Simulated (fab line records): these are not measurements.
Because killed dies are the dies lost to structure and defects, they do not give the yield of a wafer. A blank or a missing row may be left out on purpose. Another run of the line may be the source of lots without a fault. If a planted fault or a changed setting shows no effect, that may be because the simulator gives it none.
Which tool is to blame? :: flow sky130 :: 36 wafers from 12 lots sampled at 5 of the route's 708 steps

WHAT THE GAUGES READ, wafer by wafer
The record holds no reading of a measuring or inspecting step that can be judged against a usual standard deviation.

WHICH TOOL RAN EACH LOT (tool, then ch and the chambers of the sampled wafers, then the start)
lot: L576
SKY_LOCAL_INTERCONNECT_METAL_ETCH_14: rie metal-04 ch 0, day 30 15:44
SKY_LOCAL_INTERCONNECT_STRIP_15: plasma asher-03 ch 0,1, day 30 15:47
SKY_CONTACT_CVD_00: pecvd-03 ch 0,2, day 30 16:23
SKY_CONTACT_CMP_04: cmp-01 ch 0,1,2, day 30 16:37
SKY_PAD_OPEN_PROBE_99: prober-01, day 46 03:37

lot: L579
SKY_LOCAL_INTERCONNECT_METAL_ETCH_14: rie metal-04 ch 0,1, day 31 10:04
SKY_LOCAL_INTERCONNECT_STRIP_15: plasma asher-02 ch 0,1, day 31 10:08
SKY_CONTACT_CVD_00: pecvd-03 ch 0,1,2, day 31 10:43
SKY_CONTACT_CMP_04: cmp-02 ch 0,2,3, day 31 10:56
SKY_PAD_OPEN_PROBE_99: prober-02, day 46 11:58

lot: L580
SKY_LOCAL_INTERCONNECT_METAL_ETCH_14: rie metal-01 ch 0,1, day 31 22:29
SKY_LOCAL_INTERCONNECT_STRIP_15: plasma asher-01 ch 0,1, day 31 22:32
SKY_CONTACT_CVD_00: pecvd-03 ch 0,1,2, day 31 23:07
SKY_CONTACT_CMP_04: cmp-02 ch 1,2,3, day 31 23:26
SKY_PAD_OPEN_PROBE_99: prober-01, day 47 00:17

lot: L583
SKY_LOCAL_INTERCONNECT_METAL_ETCH_14: rie metal-04 ch 0, day 33 04:57
SKY_LOCAL_INTERCONNECT_STRIP_15: plasma asher-03 ch 0,1, day 33 05:02
SKY_CONTACT_CVD_00: pecvd-03 ch 1,2, day 33 05:39
SKY_CONTACT_CMP_04: cmp-02 ch 0,1,2, day 33 05:55
SKY_PAD_OPEN_PROBE_99: prober-02, day 47 22:12

lot: L584
SKY_LOCAL_INTERCONNECT_METAL_ETCH_14: rie metal-04 ch 0, day 33 15:39
SKY_LOCAL_INTERCONNECT_STRIP_15: plasma asher-02 ch 0,1, day 33 15:46
SKY_CONTACT_CVD_00: pecvd-03 ch 0,2, day 33 16:21
SKY_CONTACT_CMP_04: cmp-01 ch 2,3, day 33 16:34
SKY_PAD_OPEN_PROBE_99: prober-01, day 48 06:12

lot: L586
SKY_LOCAL_INTERCONNECT_METAL_ETCH_14: rie metal-02 ch 0,1, day 34 03:04
SKY_LOCAL_INTERCONNECT_STRIP_15: plasma asher-01 ch 0,1, day 34 03:08
SKY_CONTACT_CVD_00: pecvd-02 ch 0,1,2, day 34 03:43
SKY_CONTACT_CMP_04: cmp-01 ch 0,1,3, day 34 03:56
SKY_PAD_OPEN_PROBE_99: prober-02, day 48 13:52

lot: L587
SKY_LOCAL_INTERCONNECT_METAL_ETCH_14: rie metal-02 ch 0,1, day 34 09:19
SKY_LOCAL_INTERCONNECT_STRIP_15: plasma asher-02 ch 0,1, day 34 09:22
SKY_CONTACT_CVD_00: -
SKY_CONTACT_CMP_04: -
SKY_PAD_OPEN_PROBE_99: prober-02, day 48 18:45

lot: L588
SKY_LOCAL_INTERCONNECT_METAL_ETCH_14: rie metal-01 ch 1, day 34 18:43
SKY_LOCAL_INTERCONNECT_STRIP_15: plasma asher-03 ch 0,1, day 34 18:47
SKY_CONTACT_CVD_00: -
SKY_CONTACT_CMP_04: -
SKY_PAD_OPEN_PROBE_99: prober-01, day 49 00:28

lot: L590
SKY_LOCAL_INTERCONNECT_METAL_ETCH_14: rie metal-02 ch 0,1, day 35 03:20
SKY_LOCAL_INTERCONNECT_STRIP_15: plasma asher-03 ch 0,1, day 35 03:23
SKY_CONTACT_CVD_00: pecvd-01 ch 0,1, day 35 03:59
SKY_CONTACT_CMP_04: cmp-01 ch 0,1,3, day 35 04:22
SKY_PAD_OPEN_PROBE_99: prober-02, day 49 05:37

lot: L596
SKY_LOCAL_INTERCONNECT_METAL_ETCH_14: rie metal-04 ch 0,1, day 36 22:17
SKY_LOCAL_INTERCONNECT_STRIP_15: plasma asher-02 ch 0,1, day 36 22:20
SKY_CONTACT_CVD_00: pecvd-02 ch 0,1,2, day 36 22:58
SKY_CONTACT_CMP_04: cmp-02 ch 0,1,2, day 36 23:53
SKY_PAD_OPEN_PROBE_99: prober-01, day 50 10:23

lot: L597
SKY_LOCAL_INTERCONNECT_METAL_ETCH_14: rie metal-02 ch 0,1, day 37 02:50
SKY_LOCAL_INTERCONNECT_STRIP_15: plasma asher-03 ch 0,1, day 37 02:53
SKY_CONTACT_CVD_00: pecvd-03 ch 0,2, day 37 03:31
SKY_CONTACT_CMP_04: cmp-01 ch 0,2,3, day 37 03:48
SKY_PAD_OPEN_PROBE_99: prober-02, day 50 13:17

lot: L598
SKY_LOCAL_INTERCONNECT_METAL_ETCH_14: rie metal-01 ch 0,1, day 37 06:52
SKY_LOCAL_INTERCONNECT_STRIP_15: plasma asher-02 ch 0,1, day 37 06:55
SKY_CONTACT_CVD_00: pecvd-02 ch 0,1,2, day 37 07:33
SKY_CONTACT_CMP_04: cmp-01 ch 1,2,3, day 37 07:52
SKY_PAD_OPEN_PROBE_99: prober-02, day 50 15:43
- SKY_LOCAL_INTERCONNECT_METAL_ETCH_14: etches TiN in Cl2/BCl3, stops on PSG, target depth 110 nm, time 31.4 s.
- SKY_LOCAL_INTERCONNECT_STRIP_15: strips in O2/N2.
- SKY_CONTACT_CVD_00: deposits Si3N4, target thk 75 nm.
- SKY_CONTACT_CMP_04: polishes SiO2.
- SKY_PAD_OPEN_PROBE_99

WHAT THE TOOLS THEMSELVES READ (means of the sampled wafers that have a number; where no wafer has one, the mark that the record gives instead)
SKY_LOCAL_INTERCONNECT_METAL_ETCH_14.
lot: L576
tool: rie metal-04
drypump motor current A (A): 5.7
oes product au (a.u.): 0.940
throttle valve pct (%): 21.898

lot: L579
tool: rie metal-04
drypump motor current A (A): 5.9
oes product au (a.u.): 0.936
throttle valve pct (%): 21.903

lot: L580
tool: rie metal-01
drypump motor current A (A): 5.7
oes product au (a.u.): 0.935
throttle valve pct (%): 21.907

lot: L583
tool: rie metal-04
drypump motor current A (A): 5.7
oes product au (a.u.): 0.948
throttle valve pct (%): 21.899

lot: L584
tool: rie metal-04
drypump motor current A (A): 5.7
oes product au (a.u.): 0.940
throttle valve pct (%): 21.896

lot: L586
tool: rie metal-02
drypump motor current A (A): 5.4
oes product au (a.u.): 0.935
throttle valve pct (%): 21.908

lot: L587
tool: rie metal-02
drypump motor current A (A): 5.5
oes product au (a.u.): 0.938
throttle valve pct (%): 21.903

lot: L588
tool: rie metal-01
drypump motor current A (A): 6.0
oes product au (a.u.): 0.944
throttle valve pct (%): 21.907

lot: L590
tool: rie metal-02
drypump motor current A (A): 5.5
oes product au (a.u.): 0.944
throttle valve pct (%): 21.902

lot: L596
tool: rie metal-04
drypump motor current A (A): 5.9
oes product au (a.u.): 0.948
throttle valve pct (%): 21.897

lot: L597
tool: rie metal-02
drypump motor current A (A): 5.4
oes product au (a.u.): 0.932
throttle valve pct (%): 21.907

lot: L598
tool: rie metal-01
drypump motor current A (A): 5.8
oes product au (a.u.): 0.930
throttle valve pct (%): 21.904

SKY_LOCAL_INTERCONNECT_STRIP_15.
lot: L576
tool: plasma asher-03
chamber pressure mTorr (mTorr): 1499.5
drypump motor current A (A): 6.0
oes product au (a.u.): 0.425
strip time to endpoint s (s): 4.654

lot: L579
tool: plasma asher-02
chamber pressure mTorr (mTorr): 1500.1
drypump motor current A (A): 5.5
oes product au (a.u.): 0.425
strip time to endpoint s (s): 4.680

lot: L580
tool: plasma asher-01
chamber pressure mTorr (mTorr): 1500.9
drypump motor current A (A): 5.8
oes product au (a.u.): 0.424
strip time to endpoint s (s): 4.625

lot: L583
tool: plasma asher-03
chamber pressure mTorr (mTorr): 1499.3
drypump motor current A (A): 5.7
oes product au (a.u.): 0.423
strip time to endpoint s (s): 4.666

lot: L584
tool: plasma asher-02
chamber pressure mTorr (mTorr): 1502.0
drypump motor current A (A): 5.6
oes product au (a.u.): 0.423
strip time to endpoint s (s): 4.666

lot: L586
tool: plasma asher-01
chamber pressure mTorr (mTorr): 1500.6
drypump motor current A (A): 5.9
oes product au (a.u.): 0.428
strip time to endpoint s (s): 4.641

lot: L587
tool: plasma asher-02
chamber pressure mTorr (mTorr): -
drypump motor current A (A): -
oes product au (a.u.): -
strip time to endpoint s (s): -

lot: L588
tool: plasma asher-03
chamber pressure mTorr (mTorr): -
drypump motor current A (A): -
oes product au (a.u.): -
strip time to endpoint s (s): -

lot: L590
tool: plasma asher-03
chamber pressure mTorr (mTorr): 1499.9
drypump motor current A (A): 5.7
oes product au (a.u.): 0.425
strip time to endpoint s (s): 4.650

lot: L596
tool: plasma asher-02
chamber pressure mTorr (mTorr): 1499.3
drypump motor current A (A): 5.6
oes product au (a.u.): 0.423
strip time to endpoint s (s): 4.655

lot: L597
tool: plasma asher-03
chamber pressure mTorr (mTorr): 1500.4
drypump motor current A (A): 5.7
oes product au (a.u.): 0.425
strip time to endpoint s (s): 4.613

lot: L598
tool: plasma asher-02
chamber pressure mTorr (mTorr): 1500.7
drypump motor current A (A): 5.6
oes product au (a.u.): 0.422
strip time to endpoint s (s): 4.627

SKY_CONTACT_CVD_00.
lot: L576
tool: pecvd-03
heater power w (W): 732

lot: L579
tool: pecvd-03
heater power w (W): 709

lot: L580
tool: pecvd-03
heater power w (W): 723

lot: L583
tool: pecvd-03
heater power w (W): 775

lot: L584
tool: pecvd-03
heater power w (W): 691

lot: L586
tool: pecvd-02
heater power w (W): 719

lot: L590
tool: pecvd-01
heater power w (W): 968

lot: L596
tool: pecvd-02
heater power w (W): 745

lot: L597
tool: pecvd-03
heater power w (W): 737

lot: L598
tool: pecvd-02
heater power w (W): 709

SKY_CONTACT_CMP_04.
lot: L576
tool: cmp-01
edge zone pressure frac: 0.998
motor current A (A): 12.9
retaining ring pressure frac: 0.999
time to endpoint s (s): 83

lot: L579
tool: cmp-02
edge zone pressure frac: 1.003
motor current A (A): 12.4
retaining ring pressure frac: 0.998
time to endpoint s (s): 89

lot: L580
tool: cmp-02
edge zone pressure frac: 1.005
motor current A (A): 12.6
retaining ring pressure frac: 1.005
time to endpoint s (s): 85

lot: L583
tool: cmp-02
edge zone pressure frac: 1.004
motor current A (A): 12.0
retaining ring pressure frac: 1.000
time to endpoint s (s): 84

lot: L584
tool: cmp-01
edge zone pressure frac: 1.003
motor current A (A): 12.7
retaining ring pressure frac: 1.000
time to endpoint s (s): 84

lot: L586
tool: cmp-01
edge zone pressure frac: 0.997
motor current A (A): 12.9
retaining ring pressure frac: 1.003
time to endpoint s (s): 83

lot: L590
tool: cmp-01
edge zone pressure frac: 0.999
motor current A (A): 13.1
retaining ring pressure frac: 0.999
time to endpoint s (s): 85

lot: L596
tool: cmp-02
edge zone pressure frac: 0.997
motor current A (A): 11.8
retaining ring pressure frac: 1.006
time to endpoint s (s): 86

lot: L597
tool: cmp-01
edge zone pressure frac: 1.001
motor current A (A): 12.9
retaining ring pressure frac: 0.995
time to endpoint s (s): 84

lot: L598
tool: cmp-01
edge zone pressure frac: 0.997
motor current A (A): 12.2
retaining ring pressure frac: 0.997
time to endpoint s (s): 84

SKY_PAD_OPEN_PROBE_99.
lot: L576
tool: prober-01
killed_at_M0_to_M3: 44
killed_at_M4_up: 3.0
killed at contacts: 27
killed at front end: 13
killed at other: 0.0
killed dies: 88
killed on rim: 14
killed open: 50
killed short: 37

lot: L579
tool: prober-02
killed_at_M0_to_M3: 42
killed_at_M4_up: 3.7
killed at contacts: 28
killed at front end: 15
killed at other: 0.0
killed dies: 89
killed on rim: 16
killed open: 48
killed short: 40

lot: L580
tool: prober-01
killed_at_M0_to_M3: 44
killed_at_M4_up: 5.7
killed at contacts: 25
killed at front end: 17
killed at other: 0.7
killed dies: 93
killed on rim: 21
killed open: 48
killed short: 43

lot: L583
tool: prober-02
killed_at_M0_to_M3: 38
killed_at_M4_up: 6.3
killed at contacts: 29
killed at front end: 15
killed at other: 1.3
killed dies: 90
killed on rim: 16
killed open: 47
killed short: 41

lot: L584
tool: prober-01
killed_at_M0_to_M3: 46
killed_at_M4_up: 3.7
killed at contacts: 25
killed at front end: 16
killed at other: 0.0
killed dies: 91
killed on rim: 18
killed open: 51
killed short: 39

lot: L586
tool: prober-02
killed_at_M0_to_M3: 40
killed_at_M4_up: 3.3
killed at contacts: 26
killed at front end: 13
killed at other: 0.3
killed dies: 83
killed on rim: 15
killed open: 46
killed short: 38

lot: L587
tool: prober-02
killed_at_M0_to_M3: 45
killed_at_M4_up: 2.7
killed at contacts: 429
killed at front end: 16
killed at other: 0.0
killed dies: 492
killed on rim: 96
killed open: 47
killed short: 38

lot: L588
tool: prober-01
killed_at_M0_to_M3: 43
killed_at_M4_up: 3.3
killed at contacts: 427
killed at front end: 18
killed at other: 0.7
killed dies: 492
killed on rim: 96
killed open: 51
killed short: 38

lot: L590
tool: prober-02
killed_at_M0_to_M3: 45
killed_at_M4_up: 2.7
killed at contacts: 24
killed at front end: 16
killed at other: 0.3
killed dies: 88
killed on rim: 17
killed open: 47
killed short: 41

lot: L596
tool: prober-01
killed_at_M0_to_M3: 40
killed_at_M4_up: 4.0
killed at contacts: 25
killed at front end: 21
killed at other: 0.3
killed dies: 90
killed on rim: 18
killed open: 52
killed short: 38

lot: L597
tool: prober-02
killed_at_M0_to_M3: 45
killed_at_M4_up: 2.3
killed at contacts: 20
killed at front end: 17
killed at other: 0.7
killed dies: 85
killed on rim: 17
killed open: 43
killed short: 42

lot: L598
tool: prober-02
killed_at_M0_to_M3: 44
killed_at_M4_up: 2.7
killed at contacts: 24
killed at front end: 13
killed at other: 0.3
killed dies: 84
killed on rim: 15
killed open: 44
killed short: 40

THE ANSWER, worked out from the rows above alone
Rule: the lots themselves supply what counts as usual. The widest of any qualifying gaps counts: lots, ordered by their means at a reading, are off when they make up no more than a third of the lots, leave a main group of 4 or more, and stand apart from it by 3 or more times the standard deviation of that group's means. A main group is skipped when, at the precision printed for the reading in the tables above, its means are all equal. Also off: a lot with no number at a reading for which 4 or more lots have one. Where the step has rows for the other lots, those lots are counted as sound. Order of review: gauges by route order, followed by the tools' own readings, for which a lot's mean as printed above is used. At the first step where some lot is off, the reading lying furthest off is the one used; lots without a number count as furthest.
Off: L587, L588 (SKY_LOCAL_INTERCONNECT_STRIP_15, chamber pressure mTorr). Without a number there: L587, L588. Main group: mean 1500.3 mTorr, sd 0.8.
If a tool, at that step or one of the process steps before it, ran each lot that is off and ran no sound lot following the first of them, it fits. Not one of the candidates tried fits.

WHAT WAS PUT IN BY THE SIMULATOR
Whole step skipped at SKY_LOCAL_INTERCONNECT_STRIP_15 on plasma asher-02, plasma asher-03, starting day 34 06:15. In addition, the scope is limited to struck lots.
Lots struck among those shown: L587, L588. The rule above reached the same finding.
